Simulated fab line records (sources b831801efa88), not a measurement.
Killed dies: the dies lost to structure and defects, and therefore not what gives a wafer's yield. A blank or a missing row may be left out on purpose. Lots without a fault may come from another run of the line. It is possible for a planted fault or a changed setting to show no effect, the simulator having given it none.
Struck lot and sound lot, side by side :: flow gf180mcu :: 15 out of 602 route steps
Sound: wafers L520.2, L520.3, L520.4. The struck wafers were L518.1, L518.2, L518.4. The cause is given at the end.
At each step with rows: each side's tool, then ch and its chambers, then its first start. Under that, the readings that differ: sound wafers :: struck wafers :: difference of the means :: sigmas: that difference in standard deviations of wafers without a fault.
alike: same words and numbers on both sides, and readings whose means sit less than 2 such deviations apart. not compared: any withheld reading, any reading some wafer has no value for, any bound like >300 that may hide the same value, and any number with overlapping values for which the record gives no deviation.
A row with sigmas, a row that says differs or no value, or rows on one side alone: a step with any of these is where the two part. When numbers do not overlap yet have no deviation, they are printed without sigmas and do not part them. A reading missing from all wafers of one side parts the sides only when that side holds two or more wafers.

first, 3 steps without rows for these wafers: GF_V1_EXPOSE_11 (exposes mask Via1, target cd 260 nm); GF_V1_PEB_12 (peb time 90 s); GF_V1_DEVELOP_13 (develop time 60 s).
GF_V1_CD_MEAS_14: target cd 260 nm.
  sound on cdSem-01 at day 20 18:20; struck on cdSem-01 at day 20 03:05
  alike: cdNm
GF_V1_OVL_MEAS_15:
  sound on overlay-02 at day 20 18:26; struck on overlay-01 at day 20 03:12
  alike: V1_OVL
GF_V1_ETCH_16: etches BARC in N2/H2.
  sound on rieDiel-04 ch 0,1,2, day 20 18:28; struck on rieDiel-02 ch 1,2,3, day 20 03:14
  alike: drypumpMotorCurrentA, oesProductAu, throttleValvePct
GF_V1_ETCH_17: etches SiO2 in C4F8/O2/Ar, stops on TiN, target depth 630 nm.
  sound: rieDiel-04 ch 0,1,2; struck: rieDiel-02 ch 1,2,3
  alike: oesProductAu
GF_V1_STRIP_18: strips in O2/N2.
  sound on plasmaAsher-02 ch 0,1, day 20 18:36; struck on plasmaAsher-02 ch 0,1, day 20 03:22
  alike: drypumpMotorCurrentA, heaterPowerW, oesProductAu
  not compared: rfHoursCounterH
then, 2 steps without rows for these wafers: GF_V1_STRIP_19 (strips in post etch residue remover, time 1200 s); GF_V1_CLEAN_20 (cleans in DIW).
GF_V1_SPUTTER_21: material Ti, target thk 15 nm, time 80.02 s.
  sound on pvdSputter-03 at day 20 19:10; struck on pvdSputter-01 at day 20 03:54
  alike: throttleValvePct
GF_V1_SPUTTER_22: material TiN, target thk 10 nm, time 40 s.
  sound on pvdSputter-03 at day 20 19:13; struck on pvdSputter-01 at day 20 03:58
  alike: throttleValvePct
GF_V1_CVD_23: deposits W, target thk 350 nm, time 105.05 s.
  sound on cvdW-01 ch 0,1, day 20 19:16; struck on cvdW-02 ch 0,1, day 20 04:00
reading: chamberPressureTorr (Torr)
sound: 40.06 40.08 40.09
struck: 38.37 38.32 38.30
difference: -1.75
sigmas: -18

reading: heaterPowerW (W)
sound: 1162 1008 1144
struck: 871 874 870
difference: -233
sigmas: -2
  not compared: model.W_of_V1_CVD_23.thkNm
GF_V1_RS_MEAS_24: uses a four-point probe to measure.
  sound on filmMetro-03 at day 20 19:24; struck on filmMetro-02 at day 20 04:09
  alike: V1_W_RS
GF_PASSIVATION_PROBE_99:
  the record has rows for the sound wafers here (prober-02, day 31 01:43) and none for the struck ones

## WHERE THEY PART
Earliest at GF_V1_CVD_23; latest, in this record, at GF_PASSIVATION_PROBE_99.

WHY: what had been put in by the simulator
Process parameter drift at GF_V1_CVD_23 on cvdW-02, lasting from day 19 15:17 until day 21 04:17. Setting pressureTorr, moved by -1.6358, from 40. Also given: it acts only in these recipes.
